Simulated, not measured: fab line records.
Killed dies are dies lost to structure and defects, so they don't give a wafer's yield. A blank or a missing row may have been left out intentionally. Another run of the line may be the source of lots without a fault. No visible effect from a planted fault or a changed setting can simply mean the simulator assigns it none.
Struck lot and sound lot, side by side	flow sky130	16 steps out of a route of 708
Sound: wafers L565.1, L565.5, L565.6. Wafers L558.3, L558.5, L558.6 were the ones struck. Last of all comes the cause.
For every step that has rows: the tool of each side, followed by ch and its chambers, followed by its first start. Under that, the readings that differ: sound wafers	struck wafers	difference of the means	sigmas: that difference in standard deviations of wafers without a fault.
alike: readings whose means differ by less than 2 such deviations, and words and numbers that are the same on both sides. not compared: withheld readings, readings that some wafer has no value for, bounds like >300 that may hide the same value, and numbers for which the record gives no deviation and whose values overlap.
The two part at a step that has a row with sigmas, a row that says differs or no value, or rows on one side only. Numbers that don't overlap but have no deviation are shown without sigmas and don't part them. Lack of a reading on every wafer of one side parts them only where that side has two or more wafers.

SKY_LI_CONTACT_BOW_MEAS_03:
  sound on filmMetro-01 at day 32 18:18; struck on filmMetro-04 at day 30 07:20
  alike: LI_CONTACT_BOW
then, 8 steps without rows for these wafers: SKY_LI_CONTACT_DEHYDRATE_04 (time 60 s); SKY_LI_CONTACT_HMDS_05 (prime time 60 s); SKY_LI_CONTACT_COAT_06 (resist thk 60 nm); SKY_LI_CONTACT_COAT_07 (resist thk 450 nm); SKY_LI_CONTACT_SOFTBAKE_08 (time 90 s); SKY_LI_CONTACT_EXPOSE_09 (exposes mask LICM1, target cd 170 nm); SKY_LI_CONTACT_PEB_10; SKY_LI_CONTACT_DEVELOP_11 (develop time 60 s).
SKY_LI_CONTACT_CD_MEAS_12: target cd 170 nm.
  sound on cdSem-01 at day 33 21:01; struck on cdSem-01 at day 31 11:01
  alike: cdNm
SKY_LI_CONTACT_OVL_MEAS_13:
  sound on overlay-02 at day 33 21:08; struck on overlay-01 at day 31 11:07
  alike: LI_CONTACT_OVL
SKY_LI_CONTACT_ETCH_14: etches BARC in N2/H2, stops on SiO2, time 45.9 s, target depth 60 nm.
  sound on rieDiel-03 ch 1,2,3, day 33 21:11; struck on rieDiel-02 ch 1,2, day 31 11:08
  alike: biasW, chamberPressureMTorr, drypumpMotorCurrentA, oesProductAu, throttleValvePct
  not compared: rfHoursCounterH
SKY_LI_CONTACT_ETCH_15: etches PSG in C4F8/O2/Ar, stops on Si, target depth 600 nm.
  sound on rieDiel-03 ch 1,2,3, day 33 21:13; struck on rieDiel-02 ch 1,2, day 31 11:10
  no value came back on the struck wafers for biasW (W), chamberPressureMTorr (mTorr), oesProductAu (a.u.); on the sound wafers biasW (W) reads 1201 1202 1201
reading	sound	struck	difference	sigmas
model.KrF-thick_of_LI_CONTACT_COAT_07.thkNm (nm)	233.8 233.7 236.2	391.4 390.2 392	+156.6	
SKY_LI_CONTACT_STRIP_16: strips in O2/N2.
  sound on plasmaAsher-02 ch 0,1, day 33 21:19; struck on plasmaAsher-03 ch 0,1, day 31 11:17
reading	sound	struck	difference	sigmas
oesProductAu (a.u.)	0.372 0.374 0.376	0.440 0.452 0.449	+0.073	+14
stripTimeToEndpointS (s)	3.52 3.53 3.53	5.17 5.16 5.20	+1.65	+38
  alike: drypumpMotorCurrentA
  not compared: rfHoursCounterH
then, 1 step without rows for these wafers: SKY_LI_CONTACT_CLEAN_17 (cleans in NMP, time 600 s).
-- the record jumps here: 16 days lie between the struck wafers' starts before and after (it left off in module LI_CONTACT and takes up again in module PAD_OPEN, whose first step shown is number 708 of the route) --
SKY_PAD_OPEN_PROBE_99:
  sound on prober-01 at day 49 09:04; struck on prober-01 at day 47 14:42
reading	sound	struck	difference	sigmas
killed_at_M4_up	3 6 6	0 2 2	-4	-2
killedAtContacts	25 27 22	440 434 439	+413	+81
killedDies	78 101 88	492 492 492	+403	+41
killedOnRim	18 25 17	96 96 96	+76	+19
killedShort	39 55 43	27 37 30	-14	-2
  alike: killed_at_M0_to_M3, killedAtFrontEnd, killedAtOther, killedOpen

WHERE THEY PART
Last at SKY_PAD_OPEN_PROBE_99 as far as this record goes, first at SKY_LI_CONTACT_ETCH_15.

WHY: what the simulator had put in
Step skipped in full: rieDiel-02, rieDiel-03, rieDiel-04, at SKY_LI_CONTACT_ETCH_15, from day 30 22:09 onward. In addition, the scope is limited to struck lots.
